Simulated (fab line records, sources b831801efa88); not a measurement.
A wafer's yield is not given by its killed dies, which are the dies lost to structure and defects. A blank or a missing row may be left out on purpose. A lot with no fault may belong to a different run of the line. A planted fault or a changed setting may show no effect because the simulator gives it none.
Struck lot and sound lot, side by side / flow sky130 / 16 steps out of a route of 708
Sound: these wafers, L295.1, L295.2, L295.3. Wafers L287.1, L287.4, L287.6 were the ones struck. At the end, the cause is stated.
Per side, at each step with rows, come the tool, then ch with its chambers, and then its first start. Under that, the readings that differ: sound wafers / struck wafers / difference of the means / sigmas: that difference in standard deviations of wafers without a fault.
alike: same words and numbers on both sides, and readings whose means sit less than 2 such deviations apart. not compared: any withheld reading, any reading some wafer has no value for, any bound like >300 that may hide the same value, and any number with overlapping values for which the record gives no deviation.
A row with sigmas, a row that says differs or no value, or rows on one side alone: a step with any of these is where the two part. Non-overlapping numbers with no deviation appear without sigmas and do not part them. A reading that every wafer of one side lacks parts them only if that side has two wafers or more.

first, 2 steps without rows for these wafers: SKY_VT_ADJUST_LVTN_PEB_16; SKY_VT_ADJUST_LVTN_DEVELOP_17 (develop time 60 s).
SKY_VT_ADJUST_LVTN_OVL_MEAS_18:
  sound: overlay-02 at day 13 02:06; struck: overlay-02 at day 10 09:51
  alike: VT_ADJUST_LVTN_01_OVL
then, 1 step without rows for these wafers: SKY_VT_ADJUST_LVTN_IMPLANT_19.
SKY_VT_ADJUST_LVTN_STRIP_20: strips in O2/N2.
  sound on plasma-asher-04 ch 0,1, day 13 02:17; struck on plasma-asher-04 ch 0,1, day 10 10:02
  alike: chamber-pressure-mTorr, drypump-motor-current-A, o2-flow-sccm, oes-product-au, strip-time-to-endpoint-s
  not compared: rf-hours-counter-h
SKY_VT_ADJUST_LVTN_TW_MEAS_21:
  sound: film-metro-03 at day 13 02:23; struck: film-metro-03 at day 10 10:08
  alike: VT_ADJUST_LVTN_2_TW
then, 6 steps without rows for these wafers: SKY_VT_ADJUST_NCORE_DEHYDRATE_00 (time 60 s); SKY_VT_ADJUST_NCORE_HMDS_01 (prime time 60 s); SKY_VT_ADJUST_NCORE_COAT_02 (resist thk 1140 nm); SKY_VT_ADJUST_NCORE_SOFTBAKE_03 (time 60 s); SKY_VT_ADJUST_NCORE_EXPOSE_04 (exposes mask LVTN COMPLEMENT THIN, target cd 380 nm); SKY_VT_ADJUST_NCORE_PEB_05.
SKY_VT_ADJUST_NCORE_DEVELOP_06: develop time 60 s.
  sound on litho-track-04 ch 0, day 14 02:03; struck on litho-track-01 ch 0, day 11 08:54
SKY_VT_ADJUST_NCORE_CD_MEAS_07: target cd 380 nm.
  sound: cd-sem-02 at day 14 02:12; struck: cd-sem-01 at day 11 09:03
  alike: cd-nm
SKY_VT_ADJUST_NCORE_OVL_MEAS_08:
  sound: overlay-01 at day 14 02:19; struck: overlay-02 at day 11 09:10
reading=VT_ADJUST_NCORE_OVL (nm); sound=-1.4 -0.9 -0.2; struck=2.1 3.5 3.0; difference=+3.7; sigmas=+2
then, 1 step without rows for these wafers: SKY_PAD_OPEN_PROBE_99.

## WHERE THEY PART
Only at SKY_VT_ADJUST_NCORE_OVL_MEAS_08, as far as this record shows.

WHY: what had been put in by the simulator
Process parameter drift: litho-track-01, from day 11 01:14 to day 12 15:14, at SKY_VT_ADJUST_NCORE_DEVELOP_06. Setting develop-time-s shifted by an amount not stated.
